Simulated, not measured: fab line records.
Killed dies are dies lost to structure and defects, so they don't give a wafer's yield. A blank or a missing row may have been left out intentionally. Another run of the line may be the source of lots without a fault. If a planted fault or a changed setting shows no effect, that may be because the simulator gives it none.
Struck lot and sound lot, side by side | flow sfq_line | 19 steps out of a route of 325
Sound: the wafers L514.1, L514.2, L514.3. Wafers struck: L527.2, L527.3, L527.6. The cause is named last.
At each step with rows: each side's tool, then ch and its chambers, then its first start. Under that, the readings that differ: sound wafers | struck wafers | difference of the means | sigmas: that difference in standard deviations of wafers without a fault.
alike: a reading whose means differ by less than 2 such deviations, as well as words and numbers matching on both sides. not compared: withheld readings; readings where some wafer has no value; bounds like >300 that might hide an equal value; numbers whose values overlap and for which the record gives no deviation.
The two part at a step that has a row with sigmas, a row that says differs or no value, or rows on one side only. Numbers that don't overlap but have no deviation are shown without sigmas and don't part them. A reading missing from all wafers of one side parts the sides only when that side holds two or more wafers.

first, 3 steps without rows for these wafers: SFQ_TRILAYER_R5_LITHO_EXPOSE_137 (exposes mask R5, target cd 500 nm); SFQ_TRILAYER_R5_LITHO_PEB_139 (peb time 60 s); SFQ_TRILAYER_R5_LITHO_DEVELOP_138 (time 60 s).
SFQ_R5_OVL_MEAS_935:
  sound: overlay-02 at day 61 06:20; struck: overlay-02 at day 70 05:10
  alike: R5_OVL
SFQ_TRILAYER_R5_BARC_OPEN_METAL_ETCH_177: etches BARC in O2, target depth 125 nm, time 41.7 s.
  sound on rie_metal-02 ch 0,1, day 61 06:22; struck on rie_metal-03 ch 0,1, day 70 05:12
  alike: drypump_motor_current_A, oes_product_au
  not compared: rf_hours_counter_h
SFQ_TRILAYER_R5_ETCH_METAL_ETCH_139: etches the open film in Cl2, stops on SiO2, target depth 60 nm, time 40 s.
  sound on rie_metal-02 ch 0,1, day 61 06:25; struck on rie_metal-03 ch 0,1, day 70 05:16
  alike: drypump_motor_current_A, oes_product_au
  not compared: rf_hours_counter_h
SFQ_TRILAYER_R5_STRIP_STRIP_140: strips in O2.
  sound on rie_metal-02 ch 0,1, day 61 06:29; struck on rie_metal-03 ch 0,1, day 70 05:19
  alike: drypump_motor_current_A, oes_product_au
  not compared: rf_hours_counter_h
then, 1 step without rows for these wafers: SFQ_TRILAYER_R5_STRIP_SOLV_CLEAN_141 (cleans in NMP, time 600 s).
SFQ_TRILAYER_A5C_DEP_PECVD_142: deposits SiO2 from SiH4/N2O, time 15.556 s, target thk 70 nm.
  sound on pecvd-03 ch 0,1,2, day 61 07:16; struck on pecvd-04 ch 1,2, day 70 06:06
  alike: heater_power_w, throttle_valve_pct
then, 3 steps without rows for these wafers: SFQ_TRILAYER_I5_LITHO_COAT_149 (resist thk 62 nm); SFQ_TRILAYER_I5_LITHO_COAT_144 (resist thk 650 nm); SFQ_TRILAYER_I5_LITHO_SOFTBAKE_148.
-- the record jumps here: 5 days lie between the struck wafers' starts before and after --
SFQ_TRILAYER_I5_LITHO_EXPOSE_145: exposes mask I5, target cd 700 nm.
  sound on krf_scanner-01 ch 0, day 66 05:56; struck on krf_scanner-01 ch 0, day 74 23:04
  alike: mask
then, 2 steps without rows for these wafers: SFQ_TRILAYER_I5_LITHO_PEB_147 (peb time 60 s); SFQ_TRILAYER_I5_LITHO_DEVELOP_146 (time 60 s).
SFQ_I5_OVL_MEAS_936:
  sound: overlay-01 at day 66 07:26; struck: overlay-02 at day 75 00:22
  reading     | sound | struck      | difference | sigmas
  I5_OVL (nm) | 4 5 6 | -16 -12 -14 | -19        | -3
SFQ_TRILAYER_I5_BARC_OPEN_VIA_ETCH_200: etches BARC in O2, target depth 125 nm, time 41.7 s.
  sound on rie_diel-01 ch 0,1,3, day 66 07:29; struck on rie_diel-04 ch 0,1,3, day 75 00:23
  reading             | sound             | struck          | difference | sigmas
  model.I5.cd_nm (nm) | 699.8 698.8 699.2 | 706.3 707 710.2 | +8.6       |
  alike: drypump_motor_current_A, oes_product_au
  not compared: rf_hours_counter_h
SFQ_TRILAYER_I5_ETCH_VIA_ETCH_147: etches the open film in CHF3, stops on Nb, target depth 360 nm.
  sound on rie_diel-01 ch 0,1,3, day 66 07:31; struck on rie_diel-04 ch 0,1,3, day 75 00:26
  reading             | sound           | struck          | difference | sigmas
  model.I5.cd_nm (nm) | 697 697.1 702.4 | 706.5 708 714.2 | +10.7      |
  alike: drypump_motor_current_A, oes_product_au
SFQ_TRILAYER_I5_STRIP_STRIP_148: strips in O2.
  sound on rie_metal-01 ch 0,1, day 66 07:40; struck on rie_metal-03 ch 0,1, day 75 00:35
  alike: drypump_motor_current_A, oes_product_au
  not compared: rf_hours_counter_h

## WHERE THEY PART
Within this record, at SFQ_I5_OVL_MEAS_936 only. Later steps at which nothing parts them and some readings are alike: SFQ_TRILAYER_I5_BARC_OPEN_VIA_ETCH_200, SFQ_TRILAYER_I5_ETCH_VIA_ETCH_147, SFQ_TRILAYER_I5_STRIP_STRIP_148.

WHY: the cause the simulator had injected
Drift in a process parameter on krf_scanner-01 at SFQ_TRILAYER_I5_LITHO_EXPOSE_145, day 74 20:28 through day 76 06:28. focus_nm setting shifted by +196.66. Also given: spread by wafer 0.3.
